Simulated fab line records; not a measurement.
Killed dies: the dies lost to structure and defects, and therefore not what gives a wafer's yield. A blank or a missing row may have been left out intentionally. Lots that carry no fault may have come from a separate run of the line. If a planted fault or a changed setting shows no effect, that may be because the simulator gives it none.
Check for tools in common | flow sky130 | Lots sampled 13, wafers sampled 39

== REASON IT WAS OPENED ==
At SKY_LDD_LDN_TW_MEAS_13 the reading LDD_LDN_TW is flagged on 2 of 13 lots. Wafers without a fault read 1487, standard deviation 5.8.
Rule: flag the lot when none of its wafers has a number, or when each of its wafers that has one lies beyond 4 standard deviations from that mean. All remaining lots are regarded as sound.

lot  | measured     | on            | LDD_LDN_TW, wafer by wafer | flag
L125 | day 23 14:25 | film-metro-02 | 1491 1488 1488             |
L128 | day 24 03:06 | film-metro-04 | 1493 1485 1487             |
L129 | day 24 04:40 | film-metro-01 | 1492 1488 1488             |
L130 | day 25 00:53 | film-metro-01 | 1495 1487 1492             |
L132 | day 25 15:18 | film-metro-01 | 1497 1489 1488             |
L131 | day 25 16:24 | film-metro-01 | 1484 1489 1487             |
L136 | day 27 15:32 | film-metro-04 | 1494 1495 1491             |
L138 | day 28 00:41 | film-metro-04 | 1490 1491 1483             |
L143 | day 29 09:44 | film-metro-01 | 1496 1490 1497             |
L144 | day 29 23:50 | film-metro-04 | 1392 1388 1378             | FLAGGED
L145 | day 30 04:13 | film-metro-01 | 1485 1481 1495             |
L146 | day 30 11:58 | film-metro-01 | 1369 1373 1380             | FLAGGED
L147 | day 30 23:00 | film-metro-01 | 1484 1480 1485             |
On average the flagged lots' numbers are 1380, which is -107 against the usual, or -18 standard deviations.

== TOOL THAT RAN EACH LOT ==
The record holds 1 process step before the reading, out of a route of 708 steps. In each cell: the tool, then ch and the chambers that the sampled wafers went through, then the start.
lot  | flag    | SKY_LDD_LDN_IMPLANT_10
L125 |         | implanter-03 ch 0, day 23 14:01
L128 |         | implanter-02 ch 0, day 24 02:43
L129 |         | implanter-04 ch 0, day 24 04:16
L130 |         | implanter-02 ch 0, day 25 00:29
L132 |         | implanter-04 ch 0, day 25 14:55
L131 |         | implanter-04 ch 0, day 25 16:01
L136 |         | implanter-03 ch 0, day 27 15:08
L138 |         | implanter-03 ch 0, day 28 00:17
L143 |         | implanter-02 ch 0, day 29 09:20
L144 | FLAGGED | implanter-03 ch 0, day 29 23:26
L145 |         | implanter-04 ch 0, day 30 03:50
L146 | FLAGGED | implanter-03 ch 0, day 30 11:36
L147 |         | implanter-02 ch 0, day 30 22:37
What is done by these steps:
- SKY_LDD_LDN_IMPLANT_10
- SKY_LDD_LDN_TW_MEAS_13

== FLAGGED OVER TOTAL, TOOL BY TOOL (the gauges that took the reading come last) ==
step                   | tool          | lots run | flagged | share of the flagged lots | sound lots run after its first flagged lot
SKY_LDD_LDN_IMPLANT_10 | implanter-02  | 4        | 0       | none                      | -
SKY_LDD_LDN_IMPLANT_10 | implanter-03  | 5        | 2       | all                       | 0
SKY_LDD_LDN_IMPLANT_10 | implanter-04  | 4        | 0       | none                      | -
SKY_LDD_LDN_TW_MEAS_13 | film-metro-01 | 8        | 1       | some                      | 1 (L147)
SKY_LDD_LDN_TW_MEAS_13 | film-metro-02 | 1        | 0       | none                      | -
SKY_LDD_LDN_TW_MEAS_13 | film-metro-04 | 4        | 1       | some                      | 0

== THE TABLE: WHAT IT ALLOWS ==
Rows of the table that ran each flagged lot: 1, that is implanter-03 at SKY_LDD_LDN_IMPLANT_10.
- implanter-03 at SKY_LDD_LDN_IMPLANT_10 ran 5 lots, 2 of them flagged. Its last sound lot is L138 (day 28 00:17), its first flagged lot L144 (day 29 23:26): a fault that began between those two fits. Its own readings lie more than 4 standard deviations out on every wafer of the flagged lots: dose-ions-cm2, faraday-current-uA.
implanter-03 at SKY_LDD_LDN_IMPLANT_10 is the single tool remaining.

== WHAT THE SIMULATOR HAD INSERTED ==
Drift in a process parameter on implanter-03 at SKY_LDD_LDN_IMPLANT_10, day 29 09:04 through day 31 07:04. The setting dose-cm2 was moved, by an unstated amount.
Shown lots that were struck: L144, L146. The rule given above showed the same thing.
